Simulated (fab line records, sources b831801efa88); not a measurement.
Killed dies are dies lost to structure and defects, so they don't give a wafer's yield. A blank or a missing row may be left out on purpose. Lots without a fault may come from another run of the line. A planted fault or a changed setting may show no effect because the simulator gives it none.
Chamber matching | flow sky130 | SKY_CONTACT_ETCH_17 on rie_diel-04: 4 sister chambers
The step etches SiO2 in C4F8/O2/Ar, stops on Si3N4, target depth 340 nm. 14 wafers are shown with their chamber, then 7 later ones without.

WAFERS WITH THEIR CHAMBER
wafer  | chamber | oes_product_au (a.u.)
L576.4 | 2       | 0.893
L576.5 | 3       | 0.894
L576.6 | 0       | 0.877
L578.2 | 0       | 0.895
L578.3 | 1       | 0.884
L578.6 | 2       | 0.890
L579.2 | 2       | 0.884
L579.3 | 0       | 0.891
L579.5 | 3       | 0.876
L587.1 | 2       | 0.888
L587.4 | 0       | 0.896
L587.6 | 2       | 0.894
L590.2 | 1       | 0.891
L590.4 | 1       | 0.887

SIGNATURES (means of the wafers above)
reading        | chamber 0 | chamber 1 | chamber 2 | chamber 3 | scatter within a chamber
oes_product_au | 0.88975   | 0.88733   | 0.88980   | 0.88500   | 0.00694
Rule: a wafer's distance from a chamber is the root of the sum, over the readings, of the square of ((its reading less the chamber's mean) divided by the reading's scatter). The wafer belongs to the nearest chamber; if the next one is less than 2 further off, it can't be placed. The scatter: the root of (the sum of the squares of (reading less its chamber's mean) over the shown wafers, divided by (wafers less chambers)).

WAFERS WITHOUT THEIR CHAMBER
wafer  | oes_product_au (a.u.)
L590.5 | 0.894
L596.3 | 0.886
L596.4 | 0.885
L596.5 | 0.884
L597.3 | 0.898
L597.5 | 0.892
L597.6 | 0.889

WHICH CHAMBER EACH WENT THROUGH
wafer  | from the rows above               | in truth
L590.5 | can't be placed: 2 or 0 or 1 or 3 | 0
L596.3 | can't be placed: 3 or 1 or 0 or 2 | 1
L596.4 | can't be placed: 3 or 1 or 0 or 2 | 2
L596.5 | can't be placed: 3 or 1 or 0 or 2 | 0
L597.3 | can't be placed: 2 or 0 or 1 or 3 | 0
L597.5 | can't be placed: 2 or 0 or 1 or 3 | 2
L597.6 | can't be placed: 0 or 2 or 1 or 3 | 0
Placed correctly: 0 of 7. Can't be placed from these rows: 7 (the true chamber is among the candidates in 7). Placed wrongly: 0.
